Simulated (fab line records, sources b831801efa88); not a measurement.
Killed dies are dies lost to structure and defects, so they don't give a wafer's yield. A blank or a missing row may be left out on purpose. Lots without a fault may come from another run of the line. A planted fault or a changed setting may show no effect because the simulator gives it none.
Which tool did it? | flow gf180mcu | 10 lots, 30 wafers sampled, at 2 steps of a route of 602

WHAT THE GAUGES READ, wafer by wafer
GF_V2_RS_MEAS_24: measures by four-point-probe.
lot  | measured     | on            | V2_W_RS (ohm/sq)
L926 | day 20 05:09 | film_metro-02 | 0.328 0.333 0.329
L932 | day 23 00:06 | film_metro-01 | 0.326 0.322 0.326
L934 | day 23 06:29 | film_metro-01 | 0.324 0.321 0.330
L935 | day 23 18:28 | film_metro-01 | 0.326 0.328 0.323
L937 | day 24 09:06 | film_metro-02 | 0.324 0.326 0.326
L939 | day 24 23:00 | film_metro-02 | 0.325 0.327 0.328
L941 | day 25 20:44 | film_metro-01 | 0.244 0.244 0.327 0.245 0.244 0.327
L943 | day 26 10:45 | film_metro-04 | 0.243 0.326 0.322 0.243 0.326 0.322
L948 | day 27 17:24 | film_metro-04 | 0.332 0.325 0.326
L949 | day 28 02:40 | film_metro-01 | 0.332 0.333 0.334

WHICH TOOL RAN EACH LOT (tool, then ch and the chambers of the sampled wafers, then the start)
lot  | GF_V2_CVD_23
L926 | cvd_w-01 ch 0,1, day 20 05:02
L932 | cvd_w-01 ch 0,1, day 22 23:58
L934 | cvd_w-02 ch 0,1, day 23 06:22
L935 | cvd_w-01 ch 0,1, day 23 18:21
L937 | cvd_w-01 ch 0,1, day 24 08:58
L939 | cvd_w-01 ch 0,1, day 24 22:53
L941 | cvd_w-01 ch 0,1, day 25 20:37
L943 | cvd_w-01 ch 0,1, day 26 10:38
L948 | cvd_w-02 ch 0,1, day 27 17:17
L949 | cvd_w-02 ch 0, day 28 02:32
- GF_V2_CVD_23: deposits W, target thk 350 nm, time 104.94 s.

THE ANSWER, worked out from the rows above alone
Rule: what is usual is taken from the lots themselves. Put in order of their means at a reading, lots are off if they are a third of the lots or fewer, leave a main group of 4 or more, and stand apart from it by a gap of 3 or more times the standard deviation of the main group's means; of several such gaps the widest counts. A main group whose means are all the same, to the digits that the tables above print for the reading, isn't used. A lot without any number at a reading at which 4 lots or more have one is off too. The other lots that the step has rows for count as sound.
Off: L941, L943, at GF_V2_RS_MEAS_24 (V2_W_RS). The main group: mean 0.327 ohm/sq, standard deviation 0.0027.
A tool fits if, at a process step before that reading, it ran every lot that is off, and no sound lot after the first of them. The gauges at GF_V2_RS_MEAS_24 are tried like those tools. One fits: cvd_w-01 at GF_V2_CVD_23. Its last sound lot is L939 (day 24 22:53), its first lot that is off L941 (day 25 20:37): a fault that began between those two fits.

WHAT THE SIMULATOR HAD PUT IN
Process parameter drift: cvd_w-01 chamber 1, from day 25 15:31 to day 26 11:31, at GF_V2_CVD_23. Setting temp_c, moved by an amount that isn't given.
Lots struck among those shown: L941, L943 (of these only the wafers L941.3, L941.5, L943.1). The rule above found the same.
